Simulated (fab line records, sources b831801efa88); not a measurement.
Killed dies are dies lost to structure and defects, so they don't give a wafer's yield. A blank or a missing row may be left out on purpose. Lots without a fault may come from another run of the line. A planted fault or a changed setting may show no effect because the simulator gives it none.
Chamber matching | flow gf180mcu | GF_V1_CMP_26 on cmp-02: 4 sister chambers
The step polishes, stops on SiO2, t overpolish 15 s, target thk 0 nm. 4 wafers are shown with their chamber, then 7 later ones without.

WAFERS WITH THEIR CHAMBER
wafer  | chamber | motor_current_A (A)
L646.1 | 1       | 13.2
L646.4 | 3       | 11.4
L651.4 | 0       | 9.6
L651.5 | 2       | 11.5

WAFERS WITHOUT THEIR CHAMBER
wafer  | motor_current_A (A)
L651.6 | 13.5
L652.2 | 13.1
L652.4 | 10.1
L652.5 | 10.1
L654.2 | 11.3
L654.4 | 10.2
L654.6 | 11.4

WHICH CHAMBER EACH WENT THROUGH
wafer  | from the rows above          | in truth
L651.6 | 1                            | 1
L652.2 | 1                            | 1
L652.4 | 0                            | 0
L652.5 | 0                            | 0
L654.2 | can't be placed: 3 or 2      | 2
L654.4 | can't be placed: 0 or 3 or 2 | 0
L654.6 | can't be placed: 3 or 2      | 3
Placed correctly: 4 of 7. Can't be placed from these rows: 3 (the true chamber is among the candidates in 3). Placed wrongly: 0.
How it was worked out, from the rows above alone: a wafer's distance from a chamber is the root of the sum, over the readings, of the square of ((its reading less the chamber's mean) divided by the reading's scatter). The wafer belongs to the nearest chamber; if the next one is less than 2 further off, it can't be placed. A chamber's mean is the mean of its shown wafers. The scatter: with one shown wafer a chamber, the root of the mean of the squares of how far each hidden wafer lies from its nearest shown one.
